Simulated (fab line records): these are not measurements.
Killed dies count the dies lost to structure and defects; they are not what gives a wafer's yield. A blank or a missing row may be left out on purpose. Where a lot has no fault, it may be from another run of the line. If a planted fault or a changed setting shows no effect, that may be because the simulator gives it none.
8D (eight disciplines) problem report, filled in by code | flow sky130 | the parts of the form that need people (team, actions taken, sign-off) are left out

1. PROBLEM STATEMENT
Mean of dose-ions-cm2 at SKY_LDD_LDN_IMPLANT_10: 9.0425e+12 across 6 wafers in 2 lots; on wafers with no fault it is 1.2502e+13 (standard deviation 1.4e+10). So: -99 or more standard deviations from the usual mean.
First seen on wafer L603.1, day 28 09:37, on implanter-02. The record holds 36 wafers of 12 lots with a number at this step. Rule for "out" (also "out of limits"): further than 4 standard deviations from the usual mean. Any other wafer with a number is counted as sound.

2. WHAT IT IS, WHAT IT ISN'T
question                    | is                                | is not
which readings at this step | dose-ions-cm2, faraday-current-uA | -
which lots                  | L603, L604                        | L589, L590, L591, L593, L595, L596, L597, L598, L607, L608
which wafers of those lots  | all that have a number            | -
read on which tools         | implanter-02                      | implanter-04
when                        | from day 28 09:37                 | up to then (24 sound wafers); but 6 sound wafers of L607, L608 came after

3. THE SUSPECTS, EACH WITH WHAT RULES IT OUT
Counting: a tool stays on the suspect list if, at a process step up to the reading, it processed all lots that are out and no sound lot following the first of them.
- implanter-02 at SKY_LDD_LDN_IMPLANT_10: kept. Every lot that is out went through it, starting with L603 (day 28 09:37), and after that it ran no sound lot; the last sound lot it ran before then is L597 (day 26 08:14). Its own dose-ions-cm2, faraday-current-uA readings are out on those wafers.
Left after counting: implanter-02 at SKY_LDD_LDN_IMPLANT_10.

4. THE CAUSE (what the simulator had put in)
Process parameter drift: implanter-02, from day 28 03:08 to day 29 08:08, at SKY_LDD_LDN_IMPLANT_10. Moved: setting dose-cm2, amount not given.
After counting, this tool was the only one left.

5. THE EFFECT CHAIN, in route order
One row per reading whose mean, taken over the struck wafers that have a number, lies over 3 standard deviations from the usual. Scope: only readings with a usual standard deviation given in the record; hours: median across lots of the time from each lot's start at the first step in this table that gives one to its start at this step; sigmas: change in usual standard deviations.
hours | step                   | reading            | usual      | on struck wafers | change      | sigmas
0     | SKY_LDD_LDN_IMPLANT_10 | dose-ions-cm2      | 1.2502e+13 | 9.0425e+12       | -3.4595e+12 | -99 or more
0     | SKY_LDD_LDN_IMPLANT_10 | faraday-current-uA | 70.4       | 51.1             | -19.3       | -13
Its process steps:
- SKY_LDD_LDN_IMPLANT_10
Later measuring or inspecting steps at which every struck wafer that the step has a row for has a number for every such reading, and none has moved that far: SKY_LDD_LDN_TW_MEAS_13.

6. HOW IT WOULD HAVE BEEN CAUGHT EARLIER
In this record the first reading out of limits was taken at day 28 09:37, 6 hours after the fault began at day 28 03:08.
